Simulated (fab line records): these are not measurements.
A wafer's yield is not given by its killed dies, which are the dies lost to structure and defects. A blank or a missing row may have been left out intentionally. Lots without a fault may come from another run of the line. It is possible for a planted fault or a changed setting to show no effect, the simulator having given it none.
Check for tools in common || flow sky130 || 39 wafers sampled across 13 lots

## REASON FOR OPENING
Of 13 lots, 3 have the reading LDD_HVP_TW flagged at SKY_LDD_HVP_TW_MEAS_10. No-fault wafers: 456, standard deviation 3.8.
Rule: flag the lot when none of its wafers has a number, or when each of its wafers that has one lies beyond 4 standard deviations from that mean. As for the other lots, they are considered sound.

{"lot": "L814", "measured": "day 22 18:19", "on": "film-metro-01", "LDD_HVP_TW, wafer by wafer": "460 458 458", "flag": ""}
{"lot": "L815", "measured": "day 22 19:22", "on": "film-metro-02", "LDD_HVP_TW, wafer by wafer": "453 452 452", "flag": ""}
{"lot": "L817", "measured": "day 22 20:05", "on": "film-metro-01", "LDD_HVP_TW, wafer by wafer": "458 457 456", "flag": ""}
{"lot": "L816", "measured": "day 22 21:11", "on": "film-metro-01", "LDD_HVP_TW, wafer by wafer": "459 459 458", "flag": ""}
{"lot": "L820", "measured": "day 24 22:49", "on": "film-metro-01", "LDD_HVP_TW, wafer by wafer": "452 453 454", "flag": ""}
{"lot": "L822", "measured": "day 25 01:40", "on": "film-metro-02", "LDD_HVP_TW, wafer by wafer": "453 454 452", "flag": ""}
{"lot": "L825", "measured": "day 25 16:30", "on": "film-metro-03", "LDD_HVP_TW, wafer by wafer": "459 459 462", "flag": ""}
{"lot": "L829", "measured": "day 26 21:13", "on": "film-metro-02", "LDD_HVP_TW, wafer by wafer": "404 401 404", "flag": "FLAGGED"}
{"lot": "L831", "measured": "day 27 19:13", "on": "film-metro-01", "LDD_HVP_TW, wafer by wafer": "412 414 414", "flag": "FLAGGED"}
{"lot": "L832", "measured": "day 27 23:18", "on": "film-metro-02", "LDD_HVP_TW, wafer by wafer": "405 408 405", "flag": "FLAGGED"}
{"lot": "L833", "measured": "day 28 15:54", "on": "film-metro-02", "LDD_HVP_TW, wafer by wafer": "454 454 454", "flag": ""}
{"lot": "L835", "measured": "day 29 06:55", "on": "film-metro-01", "LDD_HVP_TW, wafer by wafer": "457 460 456", "flag": ""}
{"lot": "L836", "measured": "day 29 13:42", "on": "film-metro-03", "LDD_HVP_TW, wafer by wafer": "456 460 460", "flag": ""}
On average the flagged lots' numbers are 407, which is -49 against the usual, or -13 standard deviations.

## LOT BY LOT: THE TOOL USED
The record keeps 1 process step preceding the reading, out of 708 steps on the route. Read each cell as the tool, then ch plus the chambers that the sampled wafers visited, then the start.
{"lot": "L814", "flag": "", "SKY_LDD_HVP_IMPLANT_08": "implanter-02 ch 0, day 22 18:06"}
{"lot": "L815", "flag": "", "SKY_LDD_HVP_IMPLANT_08": "implanter-02 ch 0, day 22 19:07"}
{"lot": "L817", "flag": "", "SKY_LDD_HVP_IMPLANT_08": "implanter-01 ch 0, day 22 19:52"}
{"lot": "L816", "flag": "", "SKY_LDD_HVP_IMPLANT_08": "implanter-01 ch 0, day 22 20:59"}
{"lot": "L820", "flag": "", "SKY_LDD_HVP_IMPLANT_08": "implanter-01 ch 0, day 24 22:34"}
{"lot": "L822", "flag": "", "SKY_LDD_HVP_IMPLANT_08": "implanter-02 ch 0, day 25 01:25"}
{"lot": "L825", "flag": "", "SKY_LDD_HVP_IMPLANT_08": "implanter-01 ch 0, day 25 16:15"}
{"lot": "L829", "flag": "FLAGGED", "SKY_LDD_HVP_IMPLANT_08": "implanter-02 ch 0, day 26 20:59"}
{"lot": "L831", "flag": "FLAGGED", "SKY_LDD_HVP_IMPLANT_08": "implanter-02 ch 0, day 27 18:58"}
{"lot": "L832", "flag": "FLAGGED", "SKY_LDD_HVP_IMPLANT_08": "implanter-02 ch 0, day 27 23:03"}
{"lot": "L833", "flag": "", "SKY_LDD_HVP_IMPLANT_08": "implanter-01 ch 0, day 28 15:39"}
{"lot": "L835", "flag": "", "SKY_LDD_HVP_IMPLANT_08": "implanter-04 ch 0, day 29 06:40"}
{"lot": "L836", "flag": "", "SKY_LDD_HVP_IMPLANT_08": "implanter-04 ch 0, day 29 13:27"}
What is done by these steps:
- SKY_LDD_HVP_IMPLANT_08
- SKY_LDD_HVP_TW_MEAS_10

## FLAGGED OVER TOTAL, TOOL BY TOOL (the gauges that took the reading come last)
{"step": "SKY_LDD_HVP_IMPLANT_08", "tool": "implanter-01", "lots run": 5, "flagged": 0, "share of the flagged lots": "none", "sound lots run after its first flagged lot": "-"}
{"step": "SKY_LDD_HVP_IMPLANT_08", "tool": "implanter-02", "lots run": 6, "flagged": 3, "share of the flagged lots": "all", "sound lots run after its first flagged lot": 0}
{"step": "SKY_LDD_HVP_IMPLANT_08", "tool": "implanter-04", "lots run": 2, "flagged": 0, "share of the flagged lots": "none", "sound lots run after its first flagged lot": "-"}
{"step": "SKY_LDD_HVP_TW_MEAS_10", "tool": "film-metro-01", "lots run": 6, "flagged": 1, "share of the flagged lots": "some", "sound lots run after its first flagged lot": "1 (L835)"}
{"step": "SKY_LDD_HVP_TW_MEAS_10", "tool": "film-metro-02", "lots run": 5, "flagged": 2, "share of the flagged lots": "some", "sound lots run after its first flagged lot": "1 (L833)"}
{"step": "SKY_LDD_HVP_TW_MEAS_10", "tool": "film-metro-03", "lots run": 2, "flagged": 0, "share of the flagged lots": "none", "sound lots run after its first flagged lot": "-"}

## THE TABLE: WHAT IT ALLOWS
All flagged lots share 1 row of the table, namely implanter-02 at SKY_LDD_HVP_IMPLANT_08.
- implanter-02 at SKY_LDD_HVP_IMPLANT_08 ran 6 lots, 3 of them flagged. Last sound lot L822 at day 25 01:25, first flagged lot L829 at day 26 20:59; a fault beginning in between fits. Its own readings (tilt-deg) fall more than 4 standard deviations out on all wafers of the flagged lots.
Just one tool remains: implanter-02 at SKY_LDD_HVP_IMPLANT_08.

## WHAT WAS PUT IN BY THE SIMULATOR
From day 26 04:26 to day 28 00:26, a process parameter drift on implanter-02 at SKY_LDD_HVP_IMPLANT_08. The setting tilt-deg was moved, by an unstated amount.
Shown lots that were struck: L829, L831, L832. The rule above reached the same finding.
